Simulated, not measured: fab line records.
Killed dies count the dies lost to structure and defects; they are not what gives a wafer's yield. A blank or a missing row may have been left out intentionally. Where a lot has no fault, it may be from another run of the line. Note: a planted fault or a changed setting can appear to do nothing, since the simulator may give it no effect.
What tool caused it? -- flow sky130 -- 11 lots, 33 wafers sampled, at 2 steps of a route of 708

WHAT EACH GAUGE READ, for each wafer
SKY_NWELL_THK_MEAS_02.
lot,measured,on,NWELL_OXIDATION_THK (nm)
L712,day 2 11:50,film_metro-01,10.14 10.29 10.07
L713,day 2 15:58,film_metro-04,10.35 10.23 10.37
L714,day 2 20:53,film_metro-04,10.08 10.05 10.08
L715,day 3 03:41,film_metro-04,9.95 9.94 10.05
L716,day 3 10:13,film_metro-03,10.12 10.12 10.07
L717,day 3 14:26,film_metro-01,10.24 10.18 10.23
L718,day 3 18:03,film_metro-04,10.59 10.53 10.35
L720,day 4 16:18,film_metro-03,9.98 10.05 9.88
L721,day 4 16:17,film_metro-04,10.02 9.95 9.94
L722,day 4 18:19,film_metro-04,10.34 10.02 10.05
L723,day 5 01:46,film_metro-03,9.74 9.57 9.47

TOOL THAT RAN EACH LOT (tool first, then ch and the chambers of the sampled wafers, then the start)
lot,SKY_FIELD_ISO_ETCH_15
L712,"rie_diel-02 ch 0,1,2, day 2 06:10"
L713,"rie_diel-03 ch 1,2,3, day 2 10:10"
L714,"rie_diel-03 ch 2,3, day 2 15:13"
L715,"rie_diel-03 ch 1,2,3, day 2 20:55"
L716,"rie_diel-02 ch 0,3, day 3 02:54"
L717,"rie_diel-01 ch 1,2,3, day 3 08:18"
L718,"rie_diel-03 ch 0,1,2, day 3 11:22"
L720,"rie_diel-02 ch 0,1,3, day 4 02:49"
L721,"rie_diel-03 ch 0,3, day 4 05:25"
L722,"rie_diel-02 ch 2,3, day 4 10:49"
L723,"rie_diel-01 ch 0,1,2, day 4 13:30"
- SKY_FIELD_ISO_ETCH_15: etches the open film in CHF3/O2, stops on Si, target depth 180 nm, time 72 s.

THE ANSWER, worked out from the rows above alone
Rule: the lots themselves supply what counts as usual. The widest of any qualifying gaps counts: lots, ordered by their means at a reading, are off when they make up no more than a third of the lots, leave a main group of 4 or more, and stand apart from it by 3 or more times the standard deviation of that group's means. A main group is skipped when, at the precision printed for the reading in the tables above, its means are all equal. A lot without any number at a reading at which 4 lots or more have one is off too. Where the step has rows for the other lots, those lots are counted as sound.
Across all readings shown, no lot is off: no conclusion can be drawn from this.

WHAT THE SIMULATOR HAD PUT IN
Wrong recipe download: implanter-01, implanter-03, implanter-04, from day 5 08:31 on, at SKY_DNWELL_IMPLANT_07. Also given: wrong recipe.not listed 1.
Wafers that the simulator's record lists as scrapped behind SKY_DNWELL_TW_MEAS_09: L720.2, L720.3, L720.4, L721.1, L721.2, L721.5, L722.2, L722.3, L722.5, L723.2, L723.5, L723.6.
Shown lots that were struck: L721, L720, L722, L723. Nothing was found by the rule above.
